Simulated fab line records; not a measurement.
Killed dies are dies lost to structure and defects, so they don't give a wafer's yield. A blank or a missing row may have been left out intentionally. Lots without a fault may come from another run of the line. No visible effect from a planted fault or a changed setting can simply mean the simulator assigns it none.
Problem report, 8D (eight disciplines) form, completed by code ; flow sky130 ; the parts of the form that need people (team, actions taken, sign-off) are left out

== 1. WHAT WENT WRONG ==
stripTimeToEndpointS at SKY_RES_PROTECT_STRIP_07 reads a mean of 24.80 s on 6 wafers of 2 lots; wafers without a fault read 23.30 s with a standard deviation of 0.045. Measured from the usual mean, that is +33 standard deviations.
The step: strips in O2/N2.
First seen on wafer L657.2, day 20 00:38, on plasmaAsher-01. Wafers with a number at this step in the record: 33, from 11 lots. Rule for "out", or "out of limits": more than 4 standard deviations from the usual mean. The other wafers with a number count as sound.

== 2. WHAT IT IS; WHAT IT IS NOT ==
question;is;is not
which readings at this step;stripTimeToEndpointS;chamberPressureMTorr, drypumpMotorCurrentA
which lots;L657, L658;L645, L646, L647, L649, L661, L663, L664, L665, L667
which wafers of those lots;all that have a number;-
read on which tools;plasmaAsher-01;plasmaAsher-02, plasmaAsher-03
when;from day 20 00:38;"up to then (12 sound wafers); but 15 sound wafers of L661, L663, L664, L665, L667 came after"

== 3. SUSPECTS, AND WHAT RULES EACH OUT ==
Counting: any tool at a process step up to the reading is kept as a suspect provided that every lot that is out went through it and no sound lot did after the first of them.
- implanter-03 at SKY_POLY_GATE_IMPLANT_02: ruled out as a lasting fault. Following L657 (day 20 00:30), the first lot on it that is out, the sound lots L667 were run on it.
- plasmaAsher-01 at SKY_RES_PROTECT_STRIP_07 (strips in O2/N2): ruled out as a lasting fault. Following L657 (day 20 00:38), the first lot on it that is out, the sound lots L661, L667 were run on it.
Left after counting: nothing in the record.

== 4. THE CAUSE (what the simulator had put in) ==
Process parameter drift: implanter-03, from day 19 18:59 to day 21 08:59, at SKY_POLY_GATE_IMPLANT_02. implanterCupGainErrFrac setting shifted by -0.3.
The count ruled it out by mistake, since the rule takes a fault to strike every lot its tool runs from the start of the fault on, and this one did not do so.

== 5. THE EFFECT CHAIN, in route order ==
Rows list readings where the struck wafers' mean (over those with a number) sits beyond 3 standard deviations from the usual. Scope: only readings with a usual standard deviation given in the record; hours: median across lots of the time from each lot's start at the first step in this table that gives one to its start at this step; sigmas: change in usual standard deviations.
hours;step;reading;usual;on struck wafers;change;sigmas
0;SKY_RES_PROTECT_STRIP_07;oesProductAu;0.517 a.u.;0.503;-0.014;-3.0
0;SKY_RES_PROTECT_STRIP_07;stripTimeToEndpointS;23.30 s;24.80;+1.50;+33
The process steps in it:
- SKY_RES_PROTECT_STRIP_07: strips in O2/N2.

== 6. WHAT WOULD HAVE CAUGHT IT SOONER ==
In this record the first reading out of limits was taken at day 20 00:38, 6 hours after the fault began at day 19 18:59.
Tool readings at SKY_POLY_GATE_IMPLANT_02 with a usual standard deviation given in the record: none out on any struck wafer, hence no alarm at a limit of 4 standard deviations on them.
